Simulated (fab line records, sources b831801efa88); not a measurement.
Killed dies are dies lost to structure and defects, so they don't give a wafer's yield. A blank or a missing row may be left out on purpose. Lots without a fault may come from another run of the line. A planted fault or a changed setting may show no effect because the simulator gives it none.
fab line records | flow sky130
record lots=5 wafers=15 last_day=50
route steps=708 shown LOCAL_INTERCONNECT@389 PAD_OPEN@708
lots that met no fault: from a run of the same line without faults
start_h: hours from the record's first day to the start of the lot's first wafer shown | wait_h: hours since the lot's step before | " the same as in the row above | L1.1+2: a row that stands for several wafers | - no value, or no start given | * or withheld: withheld | < > ~ a bound
route shown NAME@n: a module of which the file shows steps, and the number in the route of the first | usual: mean/standard deviation of fault-free wafers | same: alike in all rows | chamber/n: place in a boat | sites: the reading at each site | _std_site: their standard deviation | _edge_site: outer sites' mean less inner sites' | radius_mm: how far each site lies from the wafer's centre | mask NAME#n: copy n | behind: the tool/chamber that last shaped the wafer | hold: why the lot was held/for how many hours/how that ended | device: the transistor (n, p or np) that didn't switch | end of line: the same wafers' tests at the end of the route | a step without rows: its recipe alone | killed: dies lost to structure and defects at the first sort, not the wafer's yield | map: a wafer's dies, x killed, . not, _ none there
set.NAME: the setting as run; set.NAME@STEP: as run at that earlier step | model.NAME: the simulator's own value behind a step, which no gauge read
lots at some steps of the route; a table a step, a row a wafer
services: from which hour (start_h, from the record's first day; less than 0 if before it) a tool's chamber was out of use, for how many hours, and why
## steps
# step SKY_LOCAL_INTERCONNECT_THK_MEAS_02
# recipe thk_meas_gauge=xrf reads=TiN_of_LOCAL_INTERCONNECT_SPUTTER_00
# usual LOCAL_INTERCONNECT_TIN_THK=99.8/1.6
# columns lot.wafer tool chamber start_h wait_h LOCAL_INTERCONNECT_TIN_THK[nm]
L847.3 film_metro-01 - 718.12 0.1 100.6
L847.4 " - " " 99.1
L847.5 " - " " 98.5
L848.1 film_metro-01 - 723.31 0.1 99.6
L848.5 " - " " 100.9
L848.6 " - " " 101.7
L850.1 film_metro-04 - 736.08 0.1 98.3
L850.3 " - " " 100.7
L850.4 " - " " 102.0
L864.1 film_metro-04 - 832.71 0.1 100.4
L864.3 " - " " 97.1
L864.4 " - " " 99.7
L865.1 film_metro-02 - 848.44 0.1 97.7
L865.3 " - " " 99.0
L865.6 " - " " 99.0
# step SKY_LOCAL_INTERCONNECT_DEHYDRATE_03
# recipe temp_c=200 time_s=60
# step SKY_LOCAL_INTERCONNECT_HMDS_04
# recipe prime_time_s=60 prime_temp_c=120
# step SKY_LOCAL_INTERCONNECT_COAT_05
# recipe resist=BARC temp_c=withheld time_s=withheld spin_rpm=3000 resist_thk_nm=60
# step SKY_LOCAL_INTERCONNECT_COAT_06
# recipe resist=KrF-thick spin_rpm=3000 resist_thk_nm=450
# step SKY_LOCAL_INTERCONNECT_SOFTBAKE_07
# recipe temp_c=100 time_s=90 resist=KrF-thick
# step SKY_LOCAL_INTERCONNECT_EXPOSE_08
# recipe mask_id=LI1M na=0.8 source_shape=annular sigma_inner=0.55 sigma_outer=0.85 target_cd_nm=170 dose_mj=28
# step SKY_LOCAL_INTERCONNECT_PEB_09
# recipe peb_temp_c=withheld peb_time_s=withheld resist=KrF-thick
# step SKY_LOCAL_INTERCONNECT_DEVELOP_10
# recipe develop_time_s=60 resist=KrF-thick dev_temp_c=21
# step SKY_LOCAL_INTERCONNECT_CD_MEAS_11
# recipe target_cd_nm=170
# usual cd_nm=169.8/1.6
# columns lot.wafer tool chamber start_h wait_h cd_nm
L847.3 cd_sem-01 - 745.94 - 171.1
L847.4 " - " " 171.6
L847.5 " - " " 172.0
L848.1 cd_sem-02 - 750.13 - 171.4
L848.5 " - " " 170.7
L848.6 " - " " 170.9
L850.1 cd_sem-01 - 763.28 - 168.8
L850.3 " - " " 168.7
L850.4 " - " " 169.0
L864.1 cd_sem-01 - 858.85 - 172.9
L864.3 " - " " 172.7
L864.4 " - " " 173.2
L865.1 cd_sem-02 - 875.55 - 170.2
L865.3 " - " " 168.6
L865.6 " - " " 167.4
# step SKY_LOCAL_INTERCONNECT_OVL_MEAS_12
# usual LOCAL_INTERCONNECT_OVL=1/4.6
# columns lot.wafer tool chamber start_h wait_h LOCAL_INTERCONNECT_OVL[nm]
L847.3 overlay-02 - 746.04 0.1 9
L847.4 " - " " 2
L847.5 " - " " 6
L848.1 overlay-01 - 750.25 0.1 -6
L848.5 " - " " 2
L848.6 " - " " -1
L850.1 overlay-02 - 763.40 0.1 4
L850.3 " - " " 1
L850.4 " - " " -3
L864.1 overlay-01 - 858.97 0.1 -4
L864.3 " - " " 8
L864.4 " - " " 2
L865.1 overlay-01 - 875.67 0.1 5
L865.3 " - " " 2
L865.6 " - " " 3
# step SKY_LOCAL_INTERCONNECT_ETCH_13
# recipe chemistry=N2/H2 target=BARC ion_energy_ev=200 bias_w=100 pressure_mtorr=30 n2_flow_sccm=100 h2_flow_sccm=200 icp_w=500 stop_on=SiO2 time_s=45.9 target_depth_a=600
# usual drypump_motor_current_A=5.7/0.5 oes_product_au=0.854/0.0043 rf_fwd_power_W=494.2/1.5 run_length_s=74.5/0.69 throttle_valve_pct=13.225/0.0083
# columns lot.wafer tool chamber start_h wait_h drypump_motor_current_A oes_product_au rf_fwd_power_W rf_hours_counter_h run_length_s throttle_valve_pct
L847.3 rie_metal-02 1 746.08 0.0 5.8 0.845 492.8 - 75.0 13.219
L847.4 " 0 " " 6.3 0.859 492.4 - 74.3 13.236
L847.5 " 0 " " 6.3 0.857 494.3 - 74.2 13.236
L848.1 rie_metal-04 1 750.28 0.0 5.8 0.853 494.5 10 73.9 13.241
L848.5 " 0 " " 4.8 0.844 495.6 - 74.1 13.218
L848.6 " 1 " " 5.8 0.858 493.7 - 74.1 13.215
L850.1 rie_metal-02 1 763.44 0.0 5.8 0.847 494.0 9 74.7 13.218
L850.3 " 1 " " 5.8 0.852 494.5 - 75.2 13.229
L850.4 " 0 " " 6.3 0.851 495.3 - 73.7 13.215
L864.1 rie_metal-04 0 859.01 0.0 4.8 0.868 497.1 12 73.9 13.213
L864.3 " 1 " " 5.8 0.859 492.2 - 74.0 13.224
L864.4 " 0 " " 4.8 0.865 495.7 - 74.1 13.234
L865.1 rie_metal-04 1 875.71 0.0 5.8 0.855 495.2 15 74.2 13.238
L865.3 " 0 " " 4.8 0.853 496.1 - 74.1 13.222
L865.6 " 1 " " 5.8 0.859 494.3 - 73.9 13.220
# step SKY_LOCAL_INTERCONNECT_METAL_ETCH_14
# recipe target_depth_nm=110 stop_on=PSG chemistry=Cl2/BCl3 target=TiN resist_sidewall_deg=88 pressure_mtorr=10 icp_w=900 bias_w=48.5 Cl2_flow_sccm=60 bcl3_flow_sccm=30 time_s=31.4
# usual bcl3_flow_sccm=29.97/0.088 drypump_motor_current_A=5.7/0.5 mfc_cl2_sccm=59.99/0.17 oes_product_au=0.941/0.01 rf_fwd_power_W=888/3.5 run_length_s=60.0/0.71 throttle_valve_pct=21.902/0.011
# columns lot.wafer tool chamber start_h wait_h bcl3_flow_sccm drypump_motor_current_A mfc_cl2_sccm oes_product_au rf_fwd_power_W rf_hours_counter_h run_length_s throttle_valve_pct model.LOCAL_INTERCONNECT.feature_depth_nm model.etch.depth_nm model.KrF-thick_of_LOCAL_INTERCONNECT_COAT_06.thk_nm
L847.3 rie_metal-02 1 746.14 0.0 30.05 5.8 59.76 0.951 883 - 60.6 21.890 100.3 100.3 347.8
L847.4 " 0 " " 30.03 6.2 59.92 0.942 887 - 59.6 21.903 98.81 98.81 350.9
L847.5 " 0 " " 29.98 6.2 59.91 0.933 894 - 59.4 21.901 98.38 98.38 350.2
L848.1 rie_metal-04 1 750.35 0.0 29.90 5.8 60.05 0.949 891 10 60.1 21.907 100.3 100.3 349.1
L848.5 " 0 " " 29.82 4.8 59.73 0.952 886 - 59.6 21.896 101.2 101.2 347.5
L848.6 " 1 " " 29.99 5.8 60.05 0.960 889 - 59.9 21.895 102.1 102.1 348.7
L850.1 rie_metal-02 1 763.50 0.0 30.09 5.8 59.82 0.939 889 9 60.4 21.900 98.74 98.74 346.8
L850.3 " 1 " " 30.18 5.8 59.73 0.944 884 - 60.2 21.900 100.7 100.7 348.1
L850.4 " 0 " " 29.85 6.2 59.93 0.978 - - 53.0 21.867 85.48 85.48 358.6
L864.1 rie_metal-04 0 859.07 0.0 30.00 4.8 60.06 0.950 891 12 59.4 21.909 100.5 100.5 346.8
L864.3 " 1 " " 30.00 5.8 59.90 0.936 888 - 59.6 21.892 97.4 97.4 349.7
L864.4 " 0 " " 29.95 4.8 59.74 0.939 886 - 59.5 21.898 99.81 99.81 347.8
L865.1 rie_metal-04 1 875.77 0.0 30.03 5.8 60.31 0.927 890 15 59.7 21.889 97.25 97.25 347.3
L865.3 " 0 " " 30.03 4.8 60.01 0.931 892 - 59.8 21.910 98.71 98.71 344.6
L865.6 " 1 " " 29.99 5.8 60.06 0.926 891 - 59.8 21.910 98.71 98.71 347.3
# step SKY_LOCAL_INTERCONNECT_STRIP_15
# recipe chemistry=O2/N2 power_w=1400 pressure_mtorr=1500 platen_temp_c=withheld o2_flow_sccm=3000 n2_flow_sccm=300 overash_fraction=0.5
# usual drypump_motor_current_A=5.5/0.47 oes_product_au=0.426/0.0045 strip_time_to_endpoint_s=4.714/0.02
# same overash_fraction=0.5
# columns lot.wafer tool chamber start_h wait_h drypump_motor_current_A oes_product_au rf_hours_counter_h strip_time_to_endpoint_s
L847.3 plasma_asher-04 1 746.21 0.1 6.0 0.424 - 4.721
L847.4 " 0 " " 5.8 0.425 - 4.743
L847.5 " 1 " " 6.0 0.418 - 4.740
L848.1 plasma_asher-02 0 750.40 0.0 4.9 0.425 31 4.730
L848.5 " 1 " " 5.4 0.433 - 4.707
L848.6 " 0 " " 4.9 0.424 - 4.718
L850.1 plasma_asher-02 1 763.55 0.0 5.4 0.429 32 4.674
L850.3 " 1 " " 5.4 0.422 - 4.708
L850.4 " 0 " " 5.0 0.441 - 4.814
L864.1 plasma_asher-04 1 859.12 0.0 6.0 0.428 103 4.703
L864.3 " 0 " " 5.8 0.432 - 4.720
L864.4 " 1 " " 6.0 0.426 - 4.721
L865.1 plasma_asher-04 0 875.82 0.0 5.7 0.426 104 4.692
L865.3 " 1 " " 6.0 0.429 - 4.698
L865.6 " 0 " " 5.7 0.420 - 4.708
# step SKY_LOCAL_INTERCONNECT_STRIP_16
# recipe chemistry=post_etch_residue_remover time_s=1200 temp_c=72.5
# step SKY_PAD_OPEN_PROBE_99
# usual killed_at_M0_to_M3=43/7 killed_at_M4_up=3.1/1.9 killed_at_contacts=25/6.1 killed_at_front_end=15/4.5 killed_at_other=0.3/0.55 killed_dies=87/8.9 killed_on_rim=17/4 killed_open=47/6.4 killed_short=40/6.6
# same gross_dies=492 killed_at_back_side=0
# columns lot.wafer tool chamber start_h wait_h hold killed_at_M0_to_M3 killed_at_M4_up killed_at_contacts killed_at_front_end killed_at_other killed_dies killed_on_rim killed_open killed_short
L847.3 prober-02 - 1106.37 0.2 - 47 7 28 7 0 89 14 47 41
L847.4 prober-02 - 1106.42 0.2 - 43 5 30 16 0 94 16 54 40
L847.5 prober-02 - 1106.47 0.2 - 49 0 26 9 0 84 23 45 38
L848.1 prober-02 - 1110.62 0.1 - 36 4 32 11 0 83 18 41 42
L848.5 prober-02 - 1110.82 0.2 - 55 4 27 11 0 97 17 47 50
L848.6 prober-02 - 1110.87 0.2 - 43 3 38 14 2 100 22 45 55
L850.1 prober-02 - 1121.72 0.1 await_dispo/1.8h/release 42 4 21 22 0 89 19 47 42
L850.3 prober-02 - 1121.82 0.2 await_dispo/1.8h/release 45 4 31 22 1 103 28 60 43
L850.4 prober-02 - 1121.87 0.2 await_dispo/1.8h/release 43 5 429 14 1 492 96 48 46
L864.1 prober-02 - 1187.93 0.1 - 47 2 22 15 1 87 17 46 41
L864.3 prober-02 - 1188.03 0.2 - 46 1 28 12 0 87 18 45 42
L864.4 prober-02 - 1188.08 0.2 - 47 2 23 14 0 86 20 44 42
L865.1 prober-02 - 1201.93 0.1 - 30 1 25 29 0 85 24 45 40
L865.3 prober-02 - 1202.03 0.2 - 23 4 25 13 0 65 13 32 33
L865.6 prober-02 - 1202.18 0.2 - 30 4 39 27 1 101 23 48 53
# killed by level:class
L847.3 METAL2:geometric_particle:short=11 LI_CONTACT:geometric_particle:open=8 CONTACT:geometric_particle:open=8 VIA1:geometric_particle:open=8 CONTACT:geometric_particle:short=7 VIA3:geometric_particle:open=7 VIA1:geometric_particle:short=4 VIA2:geometric_particle:open=4
L847.4 VIA1:geometric_particle:open=12 CONTACT:geometric_particle:open=10 VIA2:geometric_particle:open=9 LI_CONTACT:geometric_particle:open=7 CONTACT:geometric_particle:short=6 METAL2:geometric_particle:short=6 FIELD_ISO:geometric_particle:short=4 FIELD_ISO:geometric_particle:open=4
L847.5 LI_CONTACT:geometric_particle:open=10 VIA1:geometric_particle:open=10 VIA3:geometric_particle:open=9 CONTACT:geometric_particle:open=8 METAL2:geometric_particle:short=7 CONTACT:geometric_particle:short=6 VIA1:geometric_particle:short=6 VIA2:geometric_particle:open=5
L848.1 CONTACT:geometric_particle:short=9 LOCAL_INTERCONNECT:geometric_particle:short=8 VIA2:geometric_particle:open=8 LI_CONTACT:geometric_particle:open=7 CONTACT:geometric_particle:open=6 VIA1:geometric_particle:open=6 METAL2:geometric_particle:short=6 FIELD_ISO:geometric_particle:short=4
L848.5 VIA1:geometric_particle:open=13 LI_CONTACT:geometric_particle:open=8 CONTACT:geometric_particle:open=8 METAL1:geometric_particle:short=8 METAL2:geometric_particle:short=6 CONTACT:geometric_particle:short=5 FIELD_ISO:geometric_particle:short=5 LOCAL_INTERCONNECT:geometric_particle:short=5
L848.6 CONTACT:geometric_particle:short=11 VIA2:geometric_particle:open=8 CONTACT:geometric_particle:open=8 LI_CONTACT:geometric_particle:open=7 LOCAL_INTERCONNECT:geometric_particle:short=6 VIA1:geometric_particle:open=6 VIA3:geometric_particle:open=6 METAL2:geometric_particle:short=6
L850.1 CONTACT:geometric_particle:open=12 FIELD_ISO:geometric_particle:short=9 METAL1:geometric_particle:short=8 FIELD_ISO:geometric_particle:open=7 VIA2:geometric_particle:open=6 VIA1:geometric_particle:short=6 VIA1:geometric_particle:open=6 VIA3:geometric_particle:open=4
L850.3 LI_CONTACT:geometric_particle:open=13 CONTACT:geometric_particle:open=10 VIA1:geometric_particle:open=9 FIELD_ISO:geometric_particle:short=7 CONTACT:geometric_particle:short=6 METAL1:geometric_particle:short=6 POLY_GATE:geometric_particle:open=5 METAL2:geometric_particle:open=5
L850.4 LOCAL_INTERCONNECT:area_etch=398 LI_CONTACT:geometric_particle:open=9 VIA2:geometric_particle:open=9 LOCAL_INTERCONNECT:geometric_particle:short=8 FIELD_ISO:geometric_particle:short=6 VIA1:geometric_particle:open=6 CONTACT:geometric_particle:open=6 METAL1:geometric_particle:short=6
L864.1 VIA1:geometric_particle:open=17 LOCAL_INTERCONNECT:geometric_particle:short=7 FIELD_ISO:geometric_particle:open=6 METAL1:geometric_particle:short=6 VIA2:geometric_particle:open=6 LI_CONTACT:geometric_particle:open=4 VIA1:geometric_particle:short=4 LI_CONTACT:geometric_particle:short=3
L864.3 VIA1:geometric_particle:open=11 LOCAL_INTERCONNECT:geometric_particle:short=8 LI_CONTACT:geometric_particle:open=7 CONTACT:geometric_particle:open=7 VIA1:geometric_particle:short=7 VIA2:geometric_particle:open=7 METAL2:geometric_particle:short=6 METAL1:geometric_particle:short=6
L864.4 VIA3:geometric_particle:open=11 VIA2:geometric_particle:open=9 CONTACT:geometric_particle:open=8 CONTACT:geometric_particle:short=6 METAL1:geometric_particle:short=6 VIA1:geometric_particle:short=6 FIELD_ISO:geometric_particle:short=4 FIELD_ISO:geometric_particle:open=4
L865.1 FIELD_ISO:geometric_particle:short=9 LI_CONTACT:geometric_particle:open=8 POLY_GATE:geometric_particle:short=7 VIA3:geometric_particle:open=7 VIA1:geometric_particle:open=6 FIELD_ISO:geometric_particle:open=5 CONTACT:geometric_particle:open=5 POLY_GATE:geometric_particle:open=4
L865.3 CONTACT:geometric_particle:open=10 CONTACT:geometric_particle:short=6 VIA1:geometric_particle:open=4 LOCAL_INTERCONNECT:geometric_particle:short=4 METAL2:geometric_particle:short=4 FIELD_ISO:geometric_particle:open=3 POLY_GATE:geometric_particle:short=3 LI_CONTACT:geometric_particle:short=3
L865.6 CONTACT:geometric_particle:open=14 LOCAL_INTERCONNECT:geometric_particle:short=11 POLY_GATE:geometric_particle:open=9 FIELD_ISO:geometric_particle:short=6 POLY_GATE:geometric_particle:short=6 LI_CONTACT:geometric_particle:open=6 VIA3:geometric_particle:short=5 CONTACT:geometric_particle:short=5
# map L850.4 (x killed, . not)
__________xxxxxxxxxx_________
________xxxxxxxxxxxxxx_______
______xxxxxxxxxxxxxxxxxx_____
_____xxxxxxxxxxxxxxxxxxxx____
____xxxxxxxxxxxxxxxxxxxxxx___
___xxxxxxxxxxxxxxxxxxxxxxxx__
__xxxxxxxxxxxxxxxxxxxxxxxxxx_
_xxxxxxxxxxxxxxxxxxxxxxxxxxxx
_xxxxxxxxxxxxxxxxxxxxxxxxxxxx
_xxxxxxxxxxxxxxxxxxxxxxxxxxxx
_xxxxxxxxxxxxxxxxxxxxxxxxxxxx
_xxxxxxxxxxxxxxxxxxxxxxxxxxxx
_xxxxxxxxxxxxxxxxxxxxxxxxxxxx
_xxxxxxxxxxxxxxxxxxxxxxxxxxxx
_xxxxxxxxxxxxxxxxxxxxxxxxxxxx
__xxxxxxxxxxxxxxxxxxxxxxxxxx_
___xxxxxxxxxxxxxxxxxxxxxxxx__
____xxxxxxxxxxxxxxxxxxxxxx___
_____xxxxxxxxxxxxxxxxxxxx____
______xxxxxxxxxxxxxxxxxx_____
________xxxxxxxxxxxxxx_______
__________xxxxxxxxxx_________
# map L847.4 (x killed, . not)
__________.x........_________
________.......xx....._______
______...x..x.x..x......_____
_____...x...........x....____
____...x.....x.x.x....x.x.___
___................x.......__
__.......x.....x.........x.._
_..x.........x.x......x..x..x
_..x......x......x...........
_........x........xxx..x...xx
_x.x....x...x....xx....x.....
_x........xx..x..x.x.x..x...x
_...x.........x.x............
_..x.x..x..x..x.....x....x..x
_...x........xx..xx...x......
__...x.........x........x..x_
___...x.......x............__
____.x.x...x......x..x....___
_____.....x.x..x.....xx..____
______xx...x....x...x..x_____
________...x.........._______
__________..x.x....x_________
## services
# columns tool chamber start_h hours kind
rie_metal-02 0 725.17 - clean
rie_metal-02 0 725.17 19.9 scheduled_down
rie_metal-02 0 725.17 19.9 vent_cycle
rie_metal-02 - 742.88 1.7 repair
rie_metal-02 - 810.71 0.8 repair
rie_metal-02 - 812.68 0.4 repair
plasma_asher-04 - 813.30 14.6 pm
## key
first_sign step=SKY_LOCAL_INTERCONNECT_METAL_ETCH_14 reading=run_length_s direction=down sigmas=9.9 usual=* struck=*
effect step=SKY_LOCAL_INTERCONNECT_METAL_ETCH_14 reading=oes_product_au direction=up sigmas=3.6 usual=0.941 struck=0.978
effect step=SKY_LOCAL_INTERCONNECT_STRIP_15 reading=strip_time_to_endpoint_s direction=up sigmas=4.9 usual=* struck=*
effect step=SKY_PAD_OPEN_PROBE_99 reading=killed_at_contacts direction=up sigmas=66 usual=25 struck=429
model_effect step=SKY_LOCAL_INTERCONNECT_METAL_ETCH_14 value=LOCAL_INTERCONNECT.feature_depth_nm without=102.3 struck=85.48
more_kills_born_at SKY_LOCAL_INTERCONNECT_METAL_ETCH_14@rie_metal-02=398
met_at SKY_LOCAL_INTERCONNECT_METAL_ETCH_14
struck_wafers L850.4
later_rows_left_out L850.4
tester_left_out L850
onset_between 746.14 763.50
fault kind=process_parameter_drift tool=rie_metal-02 chamber=0 onset_h=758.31 steps=SKY_LOCAL_INTERCONNECT_METAL_ETCH_14 channel=time_s offset=* shape=step end_h=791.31 acts_in=* stated=*
# tester_left_out: of these lots the tester's yield and bins aren't shown, on N5 and GAA mostly nor the transistor test; their killed dies are dies lost to structure and defects alone, not to doping, threshold or leakage, so they don't give the yield
# later_rows_left_out: the simulator's readings of these wafers behind a module that went badly wrong aren't trusted and aren't shown, but for the sort
